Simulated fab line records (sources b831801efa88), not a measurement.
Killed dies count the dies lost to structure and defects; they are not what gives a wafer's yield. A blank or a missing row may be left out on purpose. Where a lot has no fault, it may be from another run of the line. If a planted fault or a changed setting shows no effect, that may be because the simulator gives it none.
Chamber matching | flow gf180mcu | 3 sister chambers for GF_PASSIVATION_CVD_02 on pecvd-04
The step deposits Si3N4, target thk 700 nm, time 486.18 s. 14 wafers are shown with their chamber, then 7 later ones without.

== WAFERS, EACH WITH ITS CHAMBER ==
wafer  | chamber | heater_power_outer_w (W) | heater_power_w (W)
L078.1 | 2       | 341                      | 660
L078.2 | 1       | 419                      | 707
L078.6 | 0       | 375                      | 642
L079.4 | 0       | 476                      | 791
L079.5 | 2       | 327                      | 636
L079.6 | 1       | 326                      | 563
L080.4 | 1       | 416                      | 712
L080.5 | 0       | 459                      | 779
L080.6 | 2       | 418                      | 776
L083.3 | 0       | 423                      | 698
L083.4 | 1       | 327                      | 555
L083.5 | 0       | 440                      | 718
L085.1 | 2       | 357                      | 688
L085.2 | 0       | 479                      | 768

SIGNATURES (averages over the wafers above)
reading              | chamber 0 | chamber 1 | chamber 2 | scatter within a chamber
heater_power_outer_w | 442.00    | 372.00    | 360.75    | 43.5
heater_power_w       | 732.67    | 634.25    | 690.00    | 67.7
Rule: a wafer lies at a distance from a chamber equal to the root of the sum of squares, over the readings, of (its reading less the chamber's mean, divided by the reading's scatter). If the next closest chamber is less than 2 further off than the closest, the wafer can't be placed; otherwise it belongs to the closest. The scatter is the square root of a quotient: the sum, over the shown wafers, of each reading's squared deviation from its chamber's mean, divided by wafers minus chambers.

== WAFERS WITHOUT THEIR CHAMBER ==
wafer  | heater_power_outer_w (W) | heater_power_w (W)
L085.4 | 370                      | 630
L094.1 | 406                      | 692
L094.4 | 400                      | 716
L094.5 | 437                      | 700
L095.2 | 445                      | 755
L095.4 | 398                      | 669
L095.5 | 474                      | 743

== EACH ONE'S CHAMBER ==
wafer  | from the rows above          | in truth
L085.4 | can't be placed: 1 or 2      | 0
L094.1 | can't be placed: 0 or 2 or 1 | 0
L094.4 | can't be placed: 2 or 0 or 1 | 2
L094.5 | can't be placed: 0 or 2 or 1 | 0
L095.2 | can't be placed: 0 or 2      | 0
L095.4 | can't be placed: 1 or 2 or 0 | 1
L095.5 | can't be placed: 0 or 2      | 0
0 of 7 placed correctly. Unplaceable from these rows: 7, with the true chamber sitting among the candidates in 6. Wrongly placed: 0.
